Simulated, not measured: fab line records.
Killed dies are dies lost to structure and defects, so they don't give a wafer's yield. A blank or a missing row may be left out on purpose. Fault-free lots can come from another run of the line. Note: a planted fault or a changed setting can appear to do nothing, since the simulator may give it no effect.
fab line records | flow sky130
record lots=12 | wafers=36 | last_day=50
route steps=708 shown LDD_LDN@301 POLY_CUT@316 SD_P@327 RES_XHIGH@336 PAD_OPEN@708
lots with no fault: from the same line, run without faults
start_h: the number of hours between the record's first day and the start of the first shown wafer of the lot | wait_h: hours since the lot's step before | " repeats the value in the row above | L1.1+2: one row covering several wafers at once | - no value, or no start given | * or withheld: withheld | < > ~ a bound
route shown NAME@n: names a module that has steps shown in the file, with the first one's number in the route | usual: mean/standard deviation taken from wafers without a fault | same: alike in all rows | chamber/n: place in a boat | sites: readings site by site | _std_site: standard deviation of those values | _edge_site: the outer-site mean with the inner-site mean subtracted | radius_mm: how far each site lies from the wafer's centre | mask NAME#n: copy n | behind: tool/chamber where the wafer was last shaped | hold: reason for holding the lot/hours on hold/outcome of the hold | device: whichever transistor did not switch (one of n, p or np) | end of line: at the end of the route, the tests of the same wafers | a step with no rows: only its recipe | killed: dies that structure and defects cost at the first sort, which is not the same as the wafer's yield | map: a wafer's dies, x killed, . not, _ none there
set.NAME: the setting that was run; set.NAME@STEP: the one run at that earlier step | model.NAME: the simulator's own value behind a step, which no gauge read
route steps across a sampled set of lots; one table per step, one row per wafer
services: a tool's chamber out of use, with start hour (start_h, from the record's first day; less than 0 if before it), hours out, and reason
## steps
# step SKY_LDD_LDN_STRIP_12
# recipe chemistry=O2/N2 | power_w=1400 | pressure_mtorr=1500 | platen_temp_c=withheld | o2_flow_sccm=3000 | n2_flow_sccm=300 | overash_fraction=0.5
# usual drypump_motor_current_A=5.87/0.3 | o2_flow_sccm=2999/8.5 | oes_product_au=0.715/0.0042 | strip_time_to_endpoint_s=14.17/0.036
lot.wafer | tool            | chamber | start_h | wait_h | drypump_motor_current_A | o2_flow_sccm | oes_product_au | rf_hours_counter_h | strip_time_to_endpoint_s
L506.1    | plasma_asher-04 | 1       | 524.34  | 0.1    | 6.02                    | 3003         | 0.716          | 9                  | 14.10
L506.5    | "               | 0       | "       | "      | 5.74                    | 2996         | 0.712          | -                  | 14.16
L506.6    | "               | 1       | "       | "      | 6.00                    | 2999         | 0.718          | -                  | 14.12
L507.2    | plasma_asher-01 | 0       | 530.41  | 0.1    | 5.30                    | 2980         | 0.716          | 87                 | 14.20
L507.3    | "               | 1       | "       | "      | 5.49                    | 2992         | 0.720          | -                  | 14.13
L507.6    | "               | 1       | "       | "      | 5.47                    | 2998         | 0.713          | -                  | 14.19
L508.3    | plasma_asher-01 | 1       | 544.93  | 0.1    | 5.50                    | 3003         | 0.712          | -                  | 14.11
L508.4    | "               | 0       | "       | "      | 5.33                    | 2991         | 0.711          | -                  | 14.17
L508.6    | "               | 0       | "       | "      | 5.31                    | 2996         | 0.712          | -                  | 14.16
L509.3    | plasma_asher-04 | 0       | 550.43  | 0.1    | 5.71                    | 3014         | 0.715          | -                  | 14.19
L509.4    | "               | 1       | "       | "      | 6.00                    | 3000         | 0.715          | -                  | 14.19
L509.5    | "               | 1       | "       | "      | 5.99                    | 3010         | 0.720          | -                  | 14.17
L510.1    | plasma_asher-03 | 1       | 562.09  | 0.1    | 6.15                    | 2992         | 0.712          | 72                 | 14.11
L510.2    | "               | 0       | "       | "      | 6.16                    | 3002         | 0.720          | 72                 | 14.14
L510.3    | "               | 0       | "       | "      | 6.17                    | 2999         | 0.720          | -                  | 14.17
L513.3    | plasma_asher-01 | 0       | 596.93  | 0.1    | 5.33                    | 2992         | 0.712          | -                  | 14.17
L513.4    | "               | 1       | "       | "      | 5.46                    | 3002         | 0.717          | -                  | 14.16
L513.6    | "               | 1       | "       | "      | 5.47                    | 2985         | 0.705          | -                  | 14.17
L515.1    | plasma_asher-03 | 0       | 600.55  | 0.1    | 6.18                    | 2993         | 0.711          | 75                 | 14.20
L515.2    | "               | 1       | "       | "      | 6.19                    | 3004         | 0.714          | 75                 | 14.17
L515.3    | "               | 1       | "       | "      | 6.20                    | 2996         | 0.719          | -                  | 14.16
L520.1    | plasma_asher-03 | 1       | 640.54  | 0.1    | 6.19                    | 3002         | 0.718          | 79                 | 14.24
L520.2    | "               | 0       | "       | "      | 6.20                    | 3006         | 0.716          | 79                 | 14.21
L520.3    | "               | 1       | "       | "      | 6.18                    | 3002         | 0.724          | -                  | 14.22
L524.4    | plasma_asher-04 | 1       | 690.77  | 0.1    | 6.01                    | 2993         | 0.712          | -                  | 14.15
L524.5    | "               | 1       | "       | "      | 6.02                    | 2977         | 0.711          | -                  | 14.21
L524.6    | "               | 0       | "       | "      | 5.73                    | 3015         | 0.712          | -                  | 14.21
L523.1    | plasma_asher-04 | 0       | 691.39  | 0.1    | 5.76                    | 2977         | 0.715          | 26                 | 14.20
L523.2    | "               | 1       | "       | "      | 5.99                    | 3005         | 0.711          | 26                 | 14.23
L523.5    | "               | 1       | "       | "      | 5.99                    | 3012         | 0.708          | -                  | 14.18
L525.2    | plasma_asher-03 | 1       | 691.64  | 0.1    | 6.17                    | 3004         | 0.712          | 84                 | 14.17
L525.5    | "               | 1       | "       | "      | 6.12                    | 3002         | 0.721          | -                  | 14.17
L525.6    | "               | 0       | "       | "      | 6.18                    | 2989         | 0.714          | -                  | 14.14
L528.4    | plasma_asher-03 | 1       | 705.28  | 0.1    | 6.21                    | 3004         | 0.720          | -                  | 14.19
L528.5    | "               | 0       | "       | "      | 6.19                    | 2991         | 0.712          | -                  | 14.15
L528.6    | "               | 1       | "       | "      | 6.15                    | 3010         | 0.716          | -                  | 14.15
# step SKY_POLY_CUT_OVL_MEAS_09
# usual POLY_CUT_OVL=0/4.9
lot.wafer | tool       | chamber | start_h | wait_h | POLY_CUT_OVL[nm]
L506.1    | overlay-02 | -       | 556.87  | 0.1    | 0
L506.5    | "          | -       | "       | "      | 1
L506.6    | "          | -       | "       | "      | -5
L507.2    | overlay-02 | -       | 562.68  | 0.1    | 3
L507.3    | "          | -       | "       | "      | -1
L507.6    | "          | -       | "       | "      | -3
L508.3    | overlay-02 | -       | 575.70  | 0.1    | 6
L508.4    | "          | -       | "       | "      | 2
L508.6    | "          | -       | "       | "      | 0
L509.3    | overlay-01 | -       | 583.38  | 0.1    | -4
L509.4    | "          | -       | "       | "      | -6
L509.5    | "          | -       | "       | "      | -2
L510.1    | overlay-02 | -       | 594.07  | 0.1    | -8
L510.2    | "          | -       | "       | "      | -3
L510.3    | "          | -       | "       | "      | -1
L513.3    | overlay-01 | -       | 627.20  | 0.1    | -1
L513.4    | "          | -       | "       | "      | 1
L513.6    | "          | -       | "       | "      | -1
L515.1    | overlay-02 | -       | 630.64  | 0.1    | -6
L515.2    | "          | -       | "       | "      | -5
L515.3    | "          | -       | "       | "      | -1
L520.1    | overlay-01 | -       | 669.88  | 0.1    | -7
L520.2    | "          | -       | "       | "      | -2
L520.3    | "          | -       | "       | "      | -1
L524.4    | overlay-01 | -       | 719.91  | 0.1    | 0
L524.5    | "          | -       | "       | "      | 11
L524.6    | "          | -       | "       | "      | -2
L523.1    | overlay-02 | -       | 721.04  | 0.1    | 0
L523.2    | "          | -       | "       | "      | 0
L523.5    | "          | -       | "       | "      | -1
L525.2    | overlay-02 | -       | 721.40  | 0.1    | 3
L525.5    | "          | -       | "       | "      | -4
L525.6    | "          | -       | "       | "      | 8
L528.4    | overlay-02 | -       | 733.95  | 0.1    | 1
L528.5    | "          | -       | "       | "      | -4
L528.6    | "          | -       | "       | "      | -3
# step SKY_SD_P_CD_MEAS_07
# recipe target_cd_nm=380
# usual cd_nm=380.8/2.5
lot.wafer | tool      | chamber | start_h | wait_h | cd_nm
L506.1    | cd_sem-02 | -       | 586.06  | 0.1    | 378.4
L506.5    | "         | -       | "       | "      | 378.8
L506.6    | "         | -       | "       | "      | 379.3
L507.2    | cd_sem-02 | -       | 591.29  | 0.1    | 379.3
L507.3    | "         | -       | "       | "      | 378.9
L507.6    | "         | -       | "       | "      | 380.2
L508.3    | cd_sem-01 | -       | 605.20  | 0.1    | 379.6
L508.4    | "         | -       | "       | "      | 380.2
L508.6    | "         | -       | "       | "      | 380.4
L509.3    | cd_sem-02 | -       | 612.99  | 0.1    | 379.8
L509.4    | "         | -       | "       | "      | 382.0
L509.5    | "         | -       | "       | "      | 379.5
L510.1    | cd_sem-02 | -       | 622.41  | 0.1    | 381.2
L510.2    | "         | -       | "       | "      | 381.7
L510.3    | "         | -       | "       | "      | 382.6
L513.3    | cd_sem-01 | -       | 654.54  | 0.1    | 380.2
L513.4    | "         | -       | "       | "      | 379.2
L513.6    | "         | -       | "       | "      | 379.9
L515.1    | cd_sem-02 | -       | 658.06  | 0.1    | 385.8
L515.2    | "         | -       | "       | "      | 386.1
L515.3    | "         | -       | "       | "      | 383.5
L520.1    | cd_sem-02 | -       | 697.47  | 0.1    | 379.2
L520.2    | "         | -       | "       | "      | 378.1
L520.3    | "         | -       | "       | "      | 379.7
L524.4    | cd_sem-02 | -       | 746.98  | 0.1    | 382.5
L524.5    | "         | -       | "       | "      | 383.6
L524.6    | "         | -       | "       | "      | 382.2
L523.1    | cd_sem-02 | -       | 748.10  | 0.1    | 382.5
L523.2    | "         | -       | "       | "      | 381.0
L523.5    | "         | -       | "       | "      | 378.6
L525.2    | cd_sem-01 | -       | 748.79  | 0.1    | 381.8
L525.5    | "         | -       | "       | "      | 382.8
L525.6    | "         | -       | "       | "      | 381.0
L528.4    | cd_sem-01 | -       | 759.61  | 0.1    | 375.9
L528.5    | "         | -       | "       | "      | 377.3
L528.6    | "         | -       | "       | "      | 376.4
# step SKY_RES_XHIGH_EXPOSE_04
# recipe mask_id=URPM | na=0.6 | source_shape=conventional | sigma_outer=0.6 | polarization=unpolarized | target_cd_nm=1270 | dose_mj=140
# usual exposure_dose_mJ_cm2=140.04/0.14 | focus_offset_nm=0.0/0.53 | reticle_temp_C=22.99/0.1
lot.wafer | tool             | chamber | start_h | wait_h | mask   | exposure_dose_mJ_cm2 | focus_offset_nm | reticle_temp_C
L506.1    | iline_stepper-02 | 0       | 600.74  | -      | URPM#0 | 140.03               | -0.5            | 23.15
L506.5    | "                | 0       | "       | "      | URPM#0 | 140.03               | -0.8            | 23.13
L506.6    | "                | 0       | "       | "      | URPM#0 | 139.94               | -1.2            | 23.02
L507.2    | iline_stepper-01 | 0       | 606.79  | -      | URPM#0 | 140.03               | 0.3             | 23.02
L507.3    | "                | 0       | "       | "      | URPM#0 | 140.04               | 1.0             | 22.88
L507.6    | "                | 0       | "       | "      | URPM#0 | 140.12               | 1.8             | 23.07
L508.3    | iline_stepper-02 | 0       | 619.96  | -      | URPM#0 | 140.34               | 0.5             | 23.12
L508.4    | "                | 0       | "       | "      | URPM#0 | 140.16               | 0.4             | 22.89
L508.6    | "                | 0       | "       | "      | URPM#0 | 139.85               | 0.3             | 23.06
L509.3    | iline_stepper-02 | 0       | 628.36  | -      | URPM#0 | 139.88               | -0.3            | 22.98
L509.4    | "                | 0       | "       | "      | URPM#0 | 139.79               | -0.1            | 23.00
L509.5    | "                | 0       | "       | "      | URPM#0 | 139.87               | 0.2             | 22.97
L510.1    | iline_stepper-01 | 0       | 637.68  | -      | URPM#0 | 140.23               | -0.8            | 23.04
L510.2    | "                | 0       | "       | "      | URPM#0 | 140.36               | -0.4            | 22.99
L510.3    | "                | 0       | "       | "      | URPM#0 | 140.21               | 0.0             | 22.98
L513.3    | iline_stepper-01 | 0       | 668.26  | -      | URPM#0 | 122.02               | -0.5            | 22.95
L513.4    | "                | 0       | "       | "      | URPM#0 | 122.35               | 0.2             | 22.95
L513.6    | "                | 0       | "       | "      | URPM#0 | 122.31               | 0.0             | 22.95
L515.1    | iline_stepper-01 | 0       | 671.70  | -      | URPM#0 | 122.44               | -0.3            | 23.21
L515.2    | "                | 0       | "       | "      | URPM#0 | 122.40               | 0.0             | 22.84
L515.3    | "                | 0       | "       | "      | URPM#0 | 122.36               | -0.7            | 23.06
L520.1    | iline_stepper-02 | 0       | 711.65  | -      | URPM#0 | 139.79               | -1.1            | 22.81
L520.2    | "                | 0       | "       | "      | URPM#0 | 140.00               | -0.2            | 23.16
L520.3    | "                | 0       | "       | "      | URPM#0 | 139.99               | -1.5            | 23.02
L524.4    | iline_stepper-02 | 0       | 759.88  | -      | URPM#0 | 140.19               | -0.1            | 23.04
L524.5    | "                | 0       | "       | "      | URPM#0 | 140.03               | -0.3            | 22.91
L524.6    | "                | 0       | "       | "      | URPM#0 | 140.05               | 0.5             | 22.92
L523.1    | iline_stepper-02 | 0       | 760.30  | -      | URPM#0 | 139.92               | 0.0             | 22.85
L523.2    | "                | 0       | "       | "      | URPM#0 | 139.88               | -1.0            | 22.91
L523.5    | "                | 0       | "       | "      | URPM#0 | 139.92               | -0.1            | 22.79
L525.2    | iline_stepper-02 | 0       | 762.52  | -      | URPM#0 | 139.79               | 0.5             | 22.93
L525.5    | "                | 0       | "       | "      | URPM#0 | 139.77               | 0.3             | 22.95
L525.6    | "                | 0       | "       | "      | URPM#0 | 139.87               | 0.5             | 22.94
L528.4    | iline_stepper-02 | 0       | 774.55  | -      | URPM#0 | 140.10               | 0.3             | 22.92
L528.5    | "                | 0       | "       | "      | URPM#0 | 139.99               | 0.3             | 22.97
L528.6    | "                | 0       | "       | "      | URPM#0 | 139.99               | 0.6             | 23.11
# step SKY_PAD_OPEN_PROBE_99
# usual killed_at_M0_to_M3=44/6.4 | killed_at_M4_up=3.0/1.8 | killed_at_contacts=24/5 | killed_at_front_end=16/4.3 | killed_at_other=0.4/0.76 | killed_dies=88/8.6 | killed_open=47/7.2 | killed_short=40/5.5
# same gross_dies=492 | killed_at_back_side=0
lot.wafer | tool      | chamber | start_h | wait_h | killed_at_M0_to_M3 | killed_at_M4_up | killed_at_contacts | killed_at_front_end | killed_at_other | killed_dies | killed_open | killed_short
L509.3    | prober-02 | -       | 1091.58 | 0.2    | 52                 | 1               | 28                 | 14                  | 0               | 95          | 50          | 44
L509.4    | prober-02 | -       | 1091.63 | 0.2    | 46                 | 4               | 23                 | 18                  | 0               | 91          | 42          | 49
L509.5    | prober-02 | -       | 1091.68 | 0.2    | 37                 | 0               | 20                 | 14                  | 1               | 72          | 37          | 34
L515.1    | prober-02 | -       | 1124.90 | 0.1    | 38                 | 3               | 23                 | 18                  | 0               | 82          | 40          | 42
L515.2    | prober-02 | -       | 1124.95 | 0.1    | 51                 | 2               | 21                 | 10                  | 0               | 84          | 40          | 44
L515.3    | prober-02 | -       | 1125.00 | 0.2    | 56                 | 4               | 24                 | 14                  | 0               | 98          | 48          | 49
L520.1    | prober-01 | -       | 1149.52 | 0.1    | 54                 | 5               | 19                 | 16                  | 0               | 94          | 43          | 50
L520.2    | prober-01 | -       | 1149.57 | 0.1    | 44                 | 4               | 23                 | 20                  | 0               | 91          | 44          | 46
L520.3    | prober-01 | -       | 1149.62 | 0.2    | 54                 | 1               | 26                 | 17                  | 1               | 99          | 58          | 40
# killed by level:class
L509.3 VIA1:geometric_particle:open=10 CONTACT:geometric_particle:open=9 VIA3:geometric_particle:short=8 POLY_GATE:geometric_particle:open=7 VIA3:geometric_particle:open=7 LI_CONTACT:geometric_particle:open=6 METAL3:geometric_particle:short=6 CONTACT:geometric_particle:short=5
L509.4 CONTACT:geometric_particle:open=12 VIA1:geometric_particle:open=7 VIA2:geometric_particle:open=7 POLY_GATE:geometric_particle:short=6 METAL1:geometric_particle:short=6 VIA1:geometric_particle:short=6 VIA3:geometric_particle:short=6 VIA3:geometric_particle:open=5
L509.5 VIA1:geometric_particle:open=9 VIA1:geometric_particle:short=8 CONTACT:geometric_particle:open=7 LI_CONTACT:geometric_particle:open=6 POLY_GATE:geometric_particle:short=5 VIA3:geometric_particle:short=5 POLY_GATE:geometric_particle:open=4 VIA2:geometric_particle:open=4
L515.1 CONTACT:geometric_particle:open=8 LOCAL_INTERCONNECT:geometric_particle:short=7 VIA1:geometric_particle:open=7 VIA3:geometric_particle:open=6 FIELD_ISO:geometric_particle:short=5 POLY_GATE:geometric_particle:open=5 POLY_GATE:geometric_particle:short=5 LI_CONTACT:geometric_particle:open=4
L515.2 VIA1:geometric_particle:open=12 VIA3:geometric_particle:open=10 CONTACT:geometric_particle:open=8 VIA1:geometric_particle:short=6 METAL1:geometric_particle:short=5 METAL2:geometric_particle:short=5 VIA2:geometric_particle:short=5 LI_CONTACT:geometric_particle:open=4
L515.3 VIA1:geometric_particle:open=17 CONTACT:geometric_particle:open=8 LOCAL_INTERCONNECT:geometric_particle:short=7 POLY_GATE:geometric_particle:short=5 METAL2:geometric_particle:short=5 LI_CONTACT:geometric_particle:open=5 VIA3:geometric_particle:open=5 VIA1:geometric_particle:short=5
L520.1 VIA2:geometric_particle:open=8 METAL1:geometric_particle:short=7 VIA3:geometric_particle:open=7 VIA1:geometric_particle:open=7 CONTACT:geometric_particle:open=6 METAL2:geometric_particle:short=6 POLY_GATE:geometric_particle:short=5 VIA1:geometric_particle:short=5
L520.2 VIA1:geometric_particle:open=9 FIELD_ISO:geometric_particle:short=8 CONTACT:geometric_particle:open=8 LI_CONTACT:geometric_particle:open=7 VIA1:geometric_particle:short=6 METAL2:geometric_particle:short=6 VIA2:geometric_particle:open=6 METAL1:geometric_particle:short=5
L520.3 CONTACT:geometric_particle:open=13 VIA1:geometric_particle:open=11 LI_CONTACT:geometric_particle:open=9 VIA1:geometric_particle:short=8 METAL2:geometric_particle:short=7 VIA2:geometric_particle:open=7 VIA3:geometric_particle:open=7 FIELD_ISO:geometric_particle:open=5
## services
tool             | chamber | start_h | hours | kind
plasma_asher-04  | -       | 513.86  | 2.8   | repair
iline_stepper-02 | -       | 523.23  | 0.7   | repair
iline_stepper-02 | -       | 548.10  | 4.4   | pm
iline_stepper-02 | 0       | 563.69  | -     | calibration
plasma_asher-03  | -       | 565.38  | 2.8   | pm
iline_stepper-01 | -       | 568.41  | 2.1   | pm
iline_stepper-01 | -       | 570.49  | -     | consumable_replace:lamp
iline_stepper-01 | 0       | 576.77  | -     | calibration
plasma_asher-03  | -       | 582.89  | 2.7   | repair
iline_stepper-01 | -       | 598.90  | 1.7   | pm
plasma_asher-03  | -       | 630.04  | 1.9   | repair
iline_stepper-02 | -       | 665.39  | 1.7   | pm
iline_stepper-01 | -       | 704.11  | 1.1   | repair
plasma_asher-03  | -       | 724.65  | 2.9   | repair
plasma_asher-01  | -       | 733.75  | 9.0   | pm
plasma_asher-01  | 0       | 733.75  | 9.0   | vent_cycle
plasma_asher-01  | 1       | 733.75  | 9.0   | vent_cycle
plasma_asher-01  | 0       | 742.75  | -     | clean
plasma_asher-01  | 1       | 742.75  | -     | clean
iline_stepper-02 | 0       | 772.37  | -     | calibration
## key
first_sign step=SKY_RES_XHIGH_EXPOSE_04 | reading=exposure_dose_mJ_cm2 | direction=down | sigmas=99+ | usual=* | struck=*
effect none on later readings
met_at SKY_RES_XHIGH_EXPOSE_04
struck_lots L513,L515
tester_left_out L513,L515
not_acting_at SKY_LDD_LDN_STRIP_12,SKY_POLY_CUT_OVL_MEAS_09,SKY_SD_P_CD_MEAS_07
onset_between 637.68 668.26
fault kind=process_parameter_drift | tool=iline_stepper-01 | chamber=- | onset_h=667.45 | steps=SKY_RES_XHIGH_EXPOSE_04 | channel=dose_mj | offset=-17.766 | shape=step | acts_in=these_recipes_only | stated=140
# tester_left_out: of these lots the tester's yield and bins aren't shown, on N5 and GAA mostly nor the transistor test; their killed dies are dies lost to structure and defects alone, not to doping, threshold or leakage, so they don't give the yield
